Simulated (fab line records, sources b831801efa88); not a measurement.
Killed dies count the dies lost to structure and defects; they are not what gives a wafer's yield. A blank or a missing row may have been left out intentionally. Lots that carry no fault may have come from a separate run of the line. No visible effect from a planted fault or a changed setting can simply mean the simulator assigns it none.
Which tool was responsible?    flow sky130    12 lots, 36 wafers sampled, at 1 step of a route of 708

## WHAT EACH GAUGE READ, for each wafer
SKY_VIA1_RS_MEAS_22: a four-point-probe measurement.
lot   measured      on             VIA1_W_RS (ohm/sq)
L248  day 34 05:55  film_metro-01  0.431 0.426 0.423
L249  day 34 06:06  film_metro-04  0.421 0.424 0.418
L250  day 34 12:56  film_metro-02  0.421 0.427 0.429
L255  day 36 11:14  film_metro-04  0.429 0.425 0.431
L260  day 38 09:41  film_metro-01  0.425 0.425 0.424
L259  day 38 13:20  film_metro-04  0.417 0.419 0.421
L262  day 39 06:02  film_metro-04  0.424 0.428 0.426
L261  day 39 06:30  film_metro-04  0.421 0.424 0.422
L264  day 39 16:35  film_metro-01  0.426 0.431 0.430
L266  day 39 22:23  film_metro-01  0.431 0.433 0.431
L268  day 40 06:47  film_metro-02  0.426 0.425 0.424
L271  day 41 04:57  film_metro-04  0.423 0.429 0.424

## WHICH TOOL RAN EACH LOT (tool, then ch and the chambers of the sampled wafers, then the start)
The record holds no process step before these readings.

## AS READ BY THE TOOLS THEMSELVES (means over the sampled wafers that have a number; for cases with no such wafer, the mark the record gives instead)
The record holds no such reading with a usual standard deviation.

## THE ANSWER, worked out from the rows above alone
Rule: usual is defined by the lots themselves. Put in order of their means at a reading, lots are off if they are a third of the lots or fewer, leave a main group of 4 or more, and stand apart from it by a gap of 3 or more times the standard deviation of the main group's means; of several such gaps the widest counts. The tables above print the reading to a certain number of digits; a main group whose means all agree to those digits is not used. A lot without any number at a reading at which 4 lots or more have one is off too. Where the step has rows for the other lots, those lots are counted as sound. Order of review: gauges by route order, followed by the tools' own readings, for which a lot's mean as printed above is used. At the first step where some lot is off, the reading lying furthest off is the one used; lots without a number count as furthest.
Across all readings shown, no lot is off: no conclusion can be drawn from this.

## WHAT THE SIMULATOR PUT IN
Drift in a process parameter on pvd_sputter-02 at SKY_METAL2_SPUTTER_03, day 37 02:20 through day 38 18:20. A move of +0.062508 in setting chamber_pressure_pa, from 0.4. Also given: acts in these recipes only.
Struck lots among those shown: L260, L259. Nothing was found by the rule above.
